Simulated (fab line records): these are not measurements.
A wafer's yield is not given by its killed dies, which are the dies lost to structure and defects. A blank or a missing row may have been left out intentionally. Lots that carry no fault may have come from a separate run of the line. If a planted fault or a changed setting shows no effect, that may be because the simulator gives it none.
8D (eight disciplines) problem report, filled in by code / flow sky130 / the parts of the form that need people (team, actions taken, sign-off) are left out

1. WHAT WENT WRONG
SPACER_CVD_00_THK at SKY_SPACER_THK_MEAS_01 reads a mean of 37.5 nm on 6 wafers of 2 lots; wafers without a fault read 43.5 nm with a standard deviation of 0.49. That is -12 standard deviations from the usual mean.
First seen on wafer L947.2, day 27 20:43, on film-metro-02. Wafers with a number at this step in the record: 30, from 10 lots. By rule, "out" or "out of limits" means more than 4 standard deviations away from the usual mean. The rest of the wafers with a number are treated as sound.

2. WHAT IT IS, AND WHAT IT ISN'T
question=which readings at this step | is=SPACER_CVD_00_THK | is not=-
question=which lots | is=L947, L949 | is not=L936, L937, L938, L941, L942, L943, L957, L958
question=which wafers of those lots | is=all that have a number | is not=-
question=read on which gauges | is=film-metro-02 | is not=film-metro-03, film-metro-04
question=when | is=from day 27 20:43 | is not=up to then (18 sound wafers); but 6 sound wafers of L957, L958 came after

3. SUSPECTS, AND WHAT RULES EACH OUT
Counting: any tool at a process step up to the reading is kept as a suspect provided that every lot that is out went through it and no sound lot did after the first of them.
- ruled out: the gauge at SKY_SPACER_THK_MEAS_01. All the wafers that are out were read on film-metro-02, but those of them that SKY_SPACER_CVD_00 has rows for are out there too, on other tools.
- lpcvd-02 at SKY_SPACER_CVD_00 (deposits Si3N4 from DCS/NH3, target thk 43.1 nm, time 740 s): ruled out as a lasting fault. The sound lots L957, L958 went through it after L947, its earliest lot that is out (day 27 19:29).
Left after counting: nothing in the record.

4. THE CAUSE (what the simulator had put in)
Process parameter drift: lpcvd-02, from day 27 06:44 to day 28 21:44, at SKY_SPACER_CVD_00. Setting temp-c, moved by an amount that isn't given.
Counting ruled it out, wrongly: the rule takes a fault to strike every lot that its tool runs from its start on, and this one did not.

5. SEQUENCE OF EFFECTS, ordered by route
One row per reading whose mean, taken over the struck wafers that have a number, lies over 3 standard deviations from the usual. Only readings whose record carries a usual standard deviation are examined. hours: median over the lots of the time between each lot's start at the first step of this table that gives one and its start at this step. sigmas: the change, counted in usual standard deviations.
hours=0; step=SKY_SPACER_CVD_00; reading=spike-tc-centre-C; usual=769.9 C; on struck wafers=762.0; change=-7.9; sigmas=-7.2
hours=0; step=SKY_SPACER_CVD_00; reading=spike-tc-lower-C; usual=769.8 C; on struck wafers=762.2; change=-7.6; sigmas=-7.6
hours=0; step=SKY_SPACER_CVD_00; reading=spike-tc-upper-C; usual=768.9 C; on struck wafers=761.7; change=-7.2; sigmas=-7.2
hours=1; step=SKY_SPACER_THK_MEAS_01; reading=SPACER_CVD_00_THK; usual=43.5 nm; on struck wafers=37.5; change=-6.0; sigmas=-12
hours=1; step=SKY_SPACER_ETCHBACK_02; reading=oes-product-au; usual=0.859 a.u.; on struck wafers=0.794; change=-0.065; sigmas=-8.9
The process steps in it:
- SKY_SPACER_CVD_00: deposits Si3N4 from DCS/NH3, target thk 43.1 nm, time 740 s.
- SKY_SPACER_ETCHBACK_02: etches Si3N4 in CH3F/O2, stops on SiO2, time 46.7 s, target depth 45 nm.
At these later measuring or inspecting steps, every struck wafer for which the step has a row has a number for every such reading, and none has moved that far: SKY_VIA1_RS_MEAS_22.

6. WHAT WOULD HAVE CAUGHT IT SOONER
14 hours passed between the start of the fault at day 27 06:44 and the first reading out of limits at a measuring or inspecting step in this record, taken at day 27 20:43.
The tool's own readings at SKY_SPACER_CVD_00 were out on every struck wafer that the step has a row for (spike-tc-centre-C, spike-tc-lower-C, spike-tc-upper-C): an alarm limit on them would have fired on the first of those.
